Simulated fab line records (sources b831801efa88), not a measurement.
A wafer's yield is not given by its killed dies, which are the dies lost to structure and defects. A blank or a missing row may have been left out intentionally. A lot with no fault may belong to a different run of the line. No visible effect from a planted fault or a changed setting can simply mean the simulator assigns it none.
What tool caused it? || flow gf180mcu || 13 lots, 39 wafers sampled, at 2 steps of a route of 602

WHAT EACH GAUGE READ, for each wafer
GF_V3_THK_MEAS_01.
{"lot": "L729", "measured": "day 21 18:44", "on": "film metro-02", "V3_CVD_00_THK (nm)": "596 602 613"}
{"lot": "L730", "measured": "day 22 03:14", "on": "film metro-03", "V3_CVD_00_THK (nm)": "592 597 595"}
{"lot": "L734", "measured": "day 23 13:31", "on": "film metro-02", "V3_CVD_00_THK (nm)": "598 588 589"}
{"lot": "L736", "measured": "day 24 00:24", "on": "film metro-03", "V3_CVD_00_THK (nm)": "589 594 593"}
{"lot": "L737", "measured": "day 24 07:44", "on": "film metro-03", "V3_CVD_00_THK (nm)": "597 595 594"}
{"lot": "L738", "measured": "day 24 12:35", "on": "film metro-01", "V3_CVD_00_THK (nm)": "598 593 598"}
{"lot": "L740", "measured": "day 25 05:43", "on": "film metro-02", "V3_CVD_00_THK (nm)": "596 596 594"}
{"lot": "L746", "measured": "day 27 03:20", "on": "film metro-01", "V3_CVD_00_THK (nm)": "602 596 600"}
{"lot": "L747", "measured": "day 27 11:34", "on": "film metro-01", "V3_CVD_00_THK (nm)": "603 603 600"}
{"lot": "L748", "measured": "day 27 19:35", "on": "film metro-02", "V3_CVD_00_THK (nm)": "593 607 602"}
{"lot": "L749", "measured": "day 28 03:46", "on": "film metro-01", "V3_CVD_00_THK (nm)": "604 609 613"}
{"lot": "L751", "measured": "day 28 17:19", "on": "film metro-01", "V3_CVD_00_THK (nm)": "592 604 606"}
{"lot": "L752", "measured": "day 28 18:35", "on": "film metro-02", "V3_CVD_00_THK (nm)": "600 597 606"}

TOOL THAT RAN EACH LOT (tool first, then ch and the chambers of the sampled wafers, then the start)
{"lot": "L729", "GF_M3_SPUTTER_01": "pvd sputter-04, day 20 17:25"}
{"lot": "L730", "GF_M3_SPUTTER_01": "pvd sputter-01, day 21 02:41"}
{"lot": "L734", "GF_M3_SPUTTER_01": "pvd sputter-01, day 22 13:29"}
{"lot": "L736", "GF_M3_SPUTTER_01": "pvd sputter-01, day 23 01:17"}
{"lot": "L737", "GF_M3_SPUTTER_01": "pvd sputter-04, day 23 07:40"}
{"lot": "L738", "GF_M3_SPUTTER_01": "pvd sputter-01, day 23 14:09"}
{"lot": "L740", "GF_M3_SPUTTER_01": "pvd sputter-04, day 24 07:29"}
{"lot": "L746", "GF_M3_SPUTTER_01": "pvd sputter-04, day 26 06:29"}
{"lot": "L747", "GF_M3_SPUTTER_01": "pvd sputter-01, day 26 14:34"}
{"lot": "L748", "GF_M3_SPUTTER_01": "pvd sputter-04, day 26 22:48"}
{"lot": "L749", "GF_M3_SPUTTER_01": "pvd sputter-01, day 27 06:47"}
{"lot": "L751", "GF_M3_SPUTTER_01": "pvd sputter-01, day 27 20:02"}
{"lot": "L752", "GF_M3_SPUTTER_01": "pvd sputter-04, day 27 22:23"}
- GF_M3_SPUTTER_01: material TiN, target thk 30 nm, time 25 s.

AS READ BY THE TOOLS THEMSELVES (means over the sampled wafers that have a number; for cases with no such wafer, the mark the record gives instead)
GF_M3_SPUTTER_01.
{"lot": "L729", "tool": "pvd sputter-04", "throttle valve pct (%)": 30.7}
{"lot": "L730", "tool": "pvd sputter-01", "throttle valve pct (%)": 30.0}
{"lot": "L734", "tool": "pvd sputter-01", "throttle valve pct (%)": 30.1}
{"lot": "L736", "tool": "pvd sputter-01", "throttle valve pct (%)": 29.8}
{"lot": "L737", "tool": "pvd sputter-04", "throttle valve pct (%)": 30.4}
{"lot": "L738", "tool": "pvd sputter-01", "throttle valve pct (%)": 30.5}
{"lot": "L740", "tool": "pvd sputter-04", "throttle valve pct (%)": 29.8}
{"lot": "L746", "tool": "pvd sputter-04", "throttle valve pct (%)": 31.4}
{"lot": "L747", "tool": "pvd sputter-01", "throttle valve pct (%)": 30.0}
{"lot": "L748", "tool": "pvd sputter-04", "throttle valve pct (%)": 31.9}
{"lot": "L749", "tool": "pvd sputter-01", "throttle valve pct (%)": 30.6}
{"lot": "L751", "tool": "pvd sputter-01", "throttle valve pct (%)": 30.6}
{"lot": "L752", "tool": "pvd sputter-04", "throttle valve pct (%)": 30.3}

THE ANSWER, worked out from the rows above alone
Rule: usual is defined by the lots themselves. Put in order of their means at a reading, lots are off if they are a third of the lots or fewer, leave a main group of 4 or more, and stand apart from it by a gap of 3 or more times the standard deviation of the main group's means; of several such gaps the widest counts. A main group is skipped when, at the precision printed for the reading in the tables above, its means are all equal. Also off: a lot with no number at a reading for which 4 or more lots have one. All remaining lots with rows at the step are treated as sound. After the gauges, taken in route order, come the tools' own readings; for these a lot's mean is taken, as printed above. At the first step where some lot is off, the reading lying furthest off is the one used; lots without a number count as furthest.
Nothing can be told from this: no lot is off at any reading shown.

WHAT THE SIMULATOR PUT IN
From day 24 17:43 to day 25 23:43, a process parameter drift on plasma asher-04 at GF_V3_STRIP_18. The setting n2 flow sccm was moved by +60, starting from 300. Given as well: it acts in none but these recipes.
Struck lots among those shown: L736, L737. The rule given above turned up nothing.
